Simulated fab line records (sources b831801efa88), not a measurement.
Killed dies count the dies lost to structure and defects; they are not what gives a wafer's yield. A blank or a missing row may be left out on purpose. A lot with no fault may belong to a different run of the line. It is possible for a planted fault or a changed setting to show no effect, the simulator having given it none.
The tool behind it: which one? -- flow sky130 -- at 1 step of a route of 708, 13 lots with 39 wafers sampled

== WHAT EACH GAUGE READ, for each wafer ==
SKY_VIA1_BOW_MEAS_03. Usual: for VIA1_BOW the level is 79 um and the standard deviation is 6.7.
lot,measured,on,VIA1_BOW (um),flag
L250,day 33 00:24,filmMetro-02,82 70 81,
L251,day 33 08:30,filmMetro-03,73 84 80,
L253,day 34 04:22,filmMetro-03,87 80 74,
L256,day 35 04:26,filmMetro-03,78 88 81,
L257,day 35 15:02,filmMetro-03,80 93 89,
L259,day 35 23:10,filmMetro-02,86 86 77,
L260,day 36 05:23,filmMetro-02,91 66 70,
L261,day 36 12:44,filmMetro-03,77 76 83,
L264,day 37 11:40,filmMetro-01,75 84 77,
L267,day 38 11:46,filmMetro-01,67 82 74,
L268,day 38 14:36,filmMetro-03,86 82 63,
L272,day 40 06:50,filmMetro-03,75 95 76,
L273,day 40 13:23,filmMetro-03,89 66 76,

== EACH LOT AND THE TOOL THAT RAN IT (in order: tool; ch and the chambers of the sampled wafers; start) ==
Record: no process step prior to these readings.

== AS READ BY THE TOOLS THEMSELVES (means over the sampled wafers that have a number; for cases with no such wafer, the mark the record gives instead) ==
The record holds no such reading with a usual standard deviation.

== THE ANSWER, worked out from the rows above alone ==
Rule: take the mean of a lot's wafers that have a number; if it is more than 3 standard deviations from the usual mean, the lot is off. Also off: a lot with no number at a reading for which 4 or more lots have one. Where the step has rows for the other lots, those lots are counted as sound. After the gauges, taken in route order, come the tools' own readings; for these a lot's mean is taken, as printed above. At the first step where some lot is off, the reading lying furthest off is the one used; lots without a number count as furthest.
Across all readings shown, no lot is off: no conclusion can be drawn from this.

== WHAT HAD BEEN PUT IN BY THE SIMULATOR ==
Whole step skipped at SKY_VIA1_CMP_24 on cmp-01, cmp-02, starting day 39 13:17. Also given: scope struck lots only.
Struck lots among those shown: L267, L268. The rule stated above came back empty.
